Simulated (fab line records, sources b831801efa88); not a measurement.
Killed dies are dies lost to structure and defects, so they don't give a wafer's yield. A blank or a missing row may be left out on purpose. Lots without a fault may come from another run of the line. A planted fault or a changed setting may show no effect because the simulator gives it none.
Which tool did it? | flow gf180mcu | 15 lots, 45 wafers sampled, at 4 steps of a route of 602

WHAT THE GAUGES READ, wafer by wafer
GF_V5_RS_MEAS_24: measures by four-point-probe.
lot  | measured     | on            | V5_W_RS (ohm/sq)
L253 | day 26 22:27 | film_metro-03 | 0.322 0.323 0.326
L254 | day 27 12:49 | film_metro-03 | 0.323 0.320 0.320
L255 | day 28 15:11 | film_metro-03 | 0.326 0.326 0.328
L256 | day 28 16:00 | film_metro-04 | 0.317 0.319 0.321
L268 | day 32 04:19 | film_metro-04 | 0.329 0.329 0.332
L269 | day 32 06:30 | film_metro-04 | 0.324 0.325 0.328
L270 | day 32 11:27 | film_metro-03 | 0.332 0.330 0.330
L271 | day 32 10:53 | film_metro-03 | 0.330 0.327 0.328
L272 | day 32 20:23 | film_metro-04 | 0.332 0.332 0.330
L273 | day 33 04:14 | film_metro-02 | 0.330 0.333 0.329
L275 | day 33 14:40 | film_metro-03 | 0.326 0.331 0.327
L276 | day 33 20:32 | film_metro-04 | 0.319 0.329 0.330

GF_TOP_METAL_THK_MEAS_06: measures by xrf.
lot  | measured     | on            | TOP_METAL_ALCU_THK (nm)
L253 | day 26 23:15 | film_metro-03 | 894 891 901
L254 | day 27 13:49 | film_metro-01 | 900 902 892
L255 | day 28 16:01 | film_metro-01 | 878 890 869
L256 | day 28 16:58 | film_metro-04 | 892 893 885
L268 | day 32 05:08 | film_metro-04 | 887 895 903
L269 | day 32 07:19 | film_metro-03 | 891 904 884
L270 | day 32 12:16 | film_metro-04 | 894 890 892
L271 | day 32 11:43 | film_metro-01 | 885 894 883
L272 | day 32 21:13 | film_metro-04 | 877 894 897
L273 | day 33 05:04 | film_metro-04 | 900 894 878
L275 | day 33 15:29 | film_metro-03 | 906 900 892
L276 | day 33 21:22 | film_metro-01 | 899 871 870

WHICH TOOL RAN EACH LOT (tool, then ch and the chambers of the sampled wafers, then the start)
lot  | GF_HV_LDD_DEVELOP_18              | GF_V4_SPUTTER_22
L253 | litho_track-04 ch 0, day 10 14:48 | pvd_sputter-01, day 24 02:21
L254 | litho_track-04 ch 0, day 11 00:54 | pvd_sputter-02, day 24 15:40
L255 | litho_track-04 ch 0, day 11 10:47 | pvd_sputter-02, day 25 06:37
L256 | litho_track-04 ch 0, day 11 13:45 | pvd_sputter-01, day 25 07:44
L257 | litho_track-04 ch 0, day 12 00:35 | -
L261 | litho_track-04 ch 0, day 13 05:06 | -
L262 | litho_track-04 ch 0, day 13 14:29 | -
L268 | litho_track-01 ch 0, day 15 16:24 | pvd_sputter-01, day 29 18:37
L269 | litho_track-01 ch 0, day 15 23:46 | pvd_sputter-01, day 29 22:55
L270 | litho_track-03 ch 0, day 16 05:17 | pvd_sputter-02, day 30 02:35
L271 | litho_track-03 ch 0, day 16 10:02 | pvd_sputter-01, day 30 03:41
L272 | litho_track-04 ch 0, day 16 16:23 | pvd_sputter-02, day 30 13:05
L273 | litho_track-01 ch 0, day 17 04:57 | pvd_sputter-02, day 30 21:29
L275 | litho_track-03 ch 0, day 17 16:40 | pvd_sputter-03, day 31 10:44
L276 | litho_track-03 ch 0, day 18 02:08 | pvd_sputter-01, day 31 15:59
- GF_HV_LDD_DEVELOP_18: develop time 60 s.
- GF_V4_SPUTTER_22: material TiN, target thk 10 nm, time 40 s.

WHAT THE TOOLS THEMSELVES READ (means of the sampled wafers that have a number; where no wafer has one, the mark that the record gives instead)
GF_HV_LDD_DEVELOP_18.
lot  | tool           | exhaust_pa (Pa)
L253 | litho_track-04 | 45.5
L254 | litho_track-04 | 45.2
L255 | litho_track-04 | 44.7
L256 | litho_track-04 | 46.1
L257 | litho_track-04 | 44.6
L261 | litho_track-04 | 44.5
L262 | litho_track-04 | 43.6
L268 | litho_track-01 | 44.1
L269 | litho_track-01 | 43.9
L270 | litho_track-03 | 45.6
L271 | litho_track-03 | 44.2
L272 | litho_track-04 | 45.0
L273 | litho_track-01 | 45.3
L275 | litho_track-03 | 45.5
L276 | litho_track-03 | 45.9

GF_V4_SPUTTER_22.
lot  | tool           | chamber_pressure_pa (Pa) | throttle_valve_pct (%)
L253 | pvd_sputter-01 | 4.996                    | 30.5
L254 | pvd_sputter-02 | 4.993                    | 30.2
L255 | pvd_sputter-02 | 4.995                    | 31.0
L256 | pvd_sputter-01 | 5.000                    | 30.4
L268 | pvd_sputter-01 | 5.009                    | 30.6
L269 | pvd_sputter-01 | 5.005                    | 30.7
L270 | pvd_sputter-02 | 5.002                    | 30.0
L271 | pvd_sputter-01 | 4.994                    | 30.4
L272 | pvd_sputter-02 | 5.001                    | 30.5
L273 | pvd_sputter-02 | 4.998                    | 30.8
L275 | pvd_sputter-03 | 5.001                    | 30.8
L276 | pvd_sputter-01 | 4.987                    | 30.3

THE ANSWER, worked out from the rows above alone
Rule: what is usual is taken from the lots themselves. Put in order of their means at a reading, lots are off if they are a third of the lots or fewer, leave a main group of 4 or more, and stand apart from it by a gap of 3 or more times the standard deviation of the main group's means; of several such gaps the widest counts. A main group whose means are all the same, to the digits that the tables above print for the reading, isn't used. A lot without any number at a reading at which 4 lots or more have one is off too. The other lots that the step has rows for count as sound. The gauges are gone through in route order, then the tools' own readings, and for those a lot's mean is taken as printed above. The first step at which some lot is off is used, and at that step the reading that is off furthest; a lot without a number counts as furthest.
No lot is off at any reading shown: from this, nothing can be told.

WHAT THE SIMULATOR HAD PUT IN
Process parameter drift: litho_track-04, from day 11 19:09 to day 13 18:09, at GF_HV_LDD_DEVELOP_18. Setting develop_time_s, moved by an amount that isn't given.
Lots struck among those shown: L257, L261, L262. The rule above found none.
